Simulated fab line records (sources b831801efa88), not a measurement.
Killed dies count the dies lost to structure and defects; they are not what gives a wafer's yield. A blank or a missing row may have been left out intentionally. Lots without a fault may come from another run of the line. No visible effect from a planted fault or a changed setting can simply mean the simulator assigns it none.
Struck lot and sound lot, side by side	flow sky130	17 out of 708 route steps
Sound: the wafers L393.2, L393.3, L393.6. Wafers L403.1, L403.3, L403.6 were the ones struck. The cause is given at the end.
At each step with rows: each side's tool, then ch and its chambers, then its first start. Under that, the readings that differ: sound wafers	struck wafers	difference of the means	sigmas: that difference in standard deviations of wafers without a fault.
alike: same words and numbers on both sides, and readings whose means sit less than 2 such deviations apart. not compared: any withheld reading, any reading some wafer has no value for, any bound like >300 that may hide the same value, and any number with overlapping values for which the record gives no deviation.
A row with sigmas, a row that says differs or no value, or rows on one side alone: a step with any of these is where the two part. Numbers that have no deviation but don't overlap get no sigmas and don't part them. A reading missing from all wafers of one side parts the sides only when that side holds two or more wafers.

first, 1 step without rows for these wafers: SKY_LDD_N_IMPLANT_15.
SKY_LDD_N_STRIP_16: strips in O2/N2.
  sound on plasmaAsher-02 ch 0,1, day 20 09:18; struck on plasmaAsher-04 ch 0,1, day 23 15:55
  alike: drypumpMotorCurrentA, o2FlowSccm, oesProductAu, stripTimeToEndpointS
  not compared: rfHoursCounterH
SKY_LDD_N_TW_MEAS_17:
  struck on filmMetro-03, day 23 16:01; sound on filmMetro-04, day 20 09:25
  alike: LDD_N_TW
then, 7 steps without rows for these wafers: SKY_LDD_P_DEHYDRATE_00 (time 60 s); SKY_LDD_P_HMDS_01 (prime time 60 s); SKY_LDD_P_COAT_02 (resist thk 1140 nm); SKY_LDD_P_SOFTBAKE_03 (time 60 s); SKY_LDD_P_EXPOSE_04 (exposes mask PSDM, target cd 380 nm); SKY_LDD_P_PEB_05; SKY_LDD_P_DEVELOP_06 (develop time 60 s).
SKY_LDD_P_CD_MEAS_07: the cd target is 380 nm.
  struck on cdSem-02, day 24 21:42; sound on cdSem-02, day 21 16:10
  alike: cdNm
SKY_LDD_P_OVL_MEAS_08:
  struck on overlay-01, day 24 21:49; sound on overlay-02, day 21 16:16
reading	sound	struck	difference	sigmas
LDD_P_OVL (nm)	-0.6 1.5 2.7	-1.9 -1.5 -2.3	-3.1	-2
SKY_LDD_P_IMPLANT_09:
  sound on implanter-01 ch 0, day 21 16:20; struck on implanter-01 ch 0, day 24 21:52
reading	sound	struck	difference	sigmas
beamEnergyKeV	24.991 24.997 25.004	28.662 28.670 28.670	+3.670	+99 or more
model.implant.rpNm (nm)	21.17 21.17 21.17	23.34 23.34 23.34	+2.17	
model.implant.drpNm (nm)	11.41 11.41 11.41	12.56 12.56 12.56	+1.15	
SKY_LDD_P_STRIP_10: strips in O2/N2.
  sound on plasmaAsher-04 ch 0,1, day 21 16:27; struck on plasmaAsher-04 ch 0,1, day 24 22:01
  alike: drypumpMotorCurrentA, o2FlowSccm, oesProductAu, stripTimeToEndpointS
  not compared: rfHoursCounterH
SKY_LDD_P_TW_MEAS_11:
  struck on filmMetro-03, day 24 22:07; sound on filmMetro-03, day 21 16:34
reading	sound	struck	difference	sigmas
LDD_P_TW	636.5 637.0 638.0	659.9 662.7 662.9	+24.7	+10
then, 1 step without rows for these wafers: SKY_LDD_HVN_DEHYDRATE_00 (time 60 s).
-- here the record skips 25 days between the struck wafers' starts before and after, leaving off in module LDD_HVN and picking up in module PAD_OPEN (first step shown: number 708 of the route) --
SKY_PAD_OPEN_PROBE_99:
  struck on prober-01, day 49 16:35; sound on prober-01, day 47 15:43
reading	sound	struck	difference	sigmas
model.etest.tipP.rsOhmSq	6796 6794 6783	6800 6810 6830	+22	
  alike: killed_at_M0_to_M3, killed_at_M4_up, killedAtContacts, killedAtFrontEnd, killedAtOther, killedDies, killedOpen, killedShort

WHERE THEY PART
First at SKY_LDD_P_OVL_MEAS_08; last, within this record, at SKY_LDD_P_TW_MEAS_11. Later steps at which nothing parts them and some readings are alike: SKY_PAD_OPEN_PROBE_99.

WHY: what had been put in by the simulator
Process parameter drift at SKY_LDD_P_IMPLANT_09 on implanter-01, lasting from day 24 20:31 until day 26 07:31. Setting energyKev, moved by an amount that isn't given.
